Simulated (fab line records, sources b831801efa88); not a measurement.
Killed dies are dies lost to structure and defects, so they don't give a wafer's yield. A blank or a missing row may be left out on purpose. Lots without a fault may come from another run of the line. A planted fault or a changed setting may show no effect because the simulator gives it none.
Chamber matching | flow sky130 | SKY_POLY_GATE_ETCH_17 on rie_si-02: 4 sister chambers
The step etches poly-Si in HBr/Cl2, stops on SiO2, target depth 180 nm, time 70.5 s. 20 wafers are shown with their chamber, then 10 later ones without.

WAFERS WITH THEIR CHAMBER
wafer  | chamber | drypump_motor_current_A (A) | oes_product_au (a.u.) | bias_w (W)
L170.4 | 3       | 6.1                         | 0.985                 | 100.2
L170.5 | 2       | 4.7                         | 0.986                 | 99.9
L170.6 | 1       | 5.0                         | 0.968                 | 100.1
L171.2 | 3       | 6.2                         | 0.987                 | 99.6
L171.4 | 3       | 6.1                         | 0.982                 | 100.0
L171.5 | 2       | 4.7                         | 0.984                 | 100.1
L172.2 | 1       | 4.9                         | 0.990                 | 100.2
L172.3 | 2       | 4.7                         | 0.993                 | 100.2
L172.6 | 2       | 4.7                         | 0.997                 | 99.8
L173.1 | 2       | 4.7                         | 0.972                 | 100.3
L173.2 | 1       | 5.0                         | 0.980                 | 99.9
L173.3 | 3       | 6.2                         | 0.968                 | 100.3
L174.3 | 0       | 5.4                         | 0.995                 | 100.2
L174.4 | 3       | 6.2                         | 0.984                 | 100.1
L174.6 | 3       | 6.2                         | 0.984                 | 100.4
L176.1 | 3       | 6.1                         | 0.981                 | 100.1
L176.5 | 1       | 5.0                         | 0.988                 | 99.8
L176.6 | 2       | 4.7                         | 0.987                 | 99.8
L180.3 | 3       | 6.1                         | 0.979                 | 100.3
L180.4 | 0       | 5.4                         | 0.998                 | 100.3

SIGNATURES (means of the wafers above)
reading                 | chamber 0 | chamber 1 | chamber 2 | chamber 3 | scatter within a chamber
drypump_motor_current_A | 5.400     | 4.975     | 4.700     | 6.150     | 0.0415
oes_product_au          | 0.99650   | 0.98150   | 0.98650   | 0.98125   | 0.00757
bias_w                  | 100.250   | 100.000   | 100.017   | 100.125   | 0.219
Rule: a wafer's distance from a chamber is the root of the sum, over the readings, of the square of ((its reading less the chamber's mean) divided by the reading's scatter). The wafer belongs to the nearest chamber; if the next one is less than 2 further off, it can't be placed. The scatter: the root of (the sum of the squares of (reading less its chamber's mean) over the shown wafers, divided by (wafers less chambers)).

WAFERS WITHOUT THEIR CHAMBER
wafer  | drypump_motor_current_A (A) | oes_product_au (a.u.) | bias_w (W)
L180.6 | 4.7                         | 0.982                 | 100.6
L181.1 | 4.7                         | 0.985                 | 100.2
L181.3 | 5.4                         | 0.983                 | 99.8
L181.4 | 6.1                         | 0.978                 | 100.5
L183.1 | 5.4                         | 0.989                 | 100.1
L183.2 | 4.7                         | 0.980                 | 100.3
L183.4 | 6.1                         | 0.972                 | 100.2
L190.1 | 6.1                         | 0.969                 | 99.9
L190.3 | 5.0                         | 0.981                 | 99.9
L190.6 | 5.0                         | 0.995                 | 100.1

WHICH CHAMBER EACH WENT THROUGH
wafer  | from the rows above | in truth
L180.6 | 2                   | 2
L181.1 | 2                   | 2
L181.3 | 0                   | 0
L181.4 | 3                   | 3
L183.1 | 0                   | 0
L183.2 | 2                   | 2
L183.4 | 3                   | 3
L190.1 | 3                   | 3
L190.3 | 1                   | 1
L190.6 | 1                   | 1
Placed correctly: 10 of 10. Can't be placed from these rows: 0. Placed wrongly: 0.
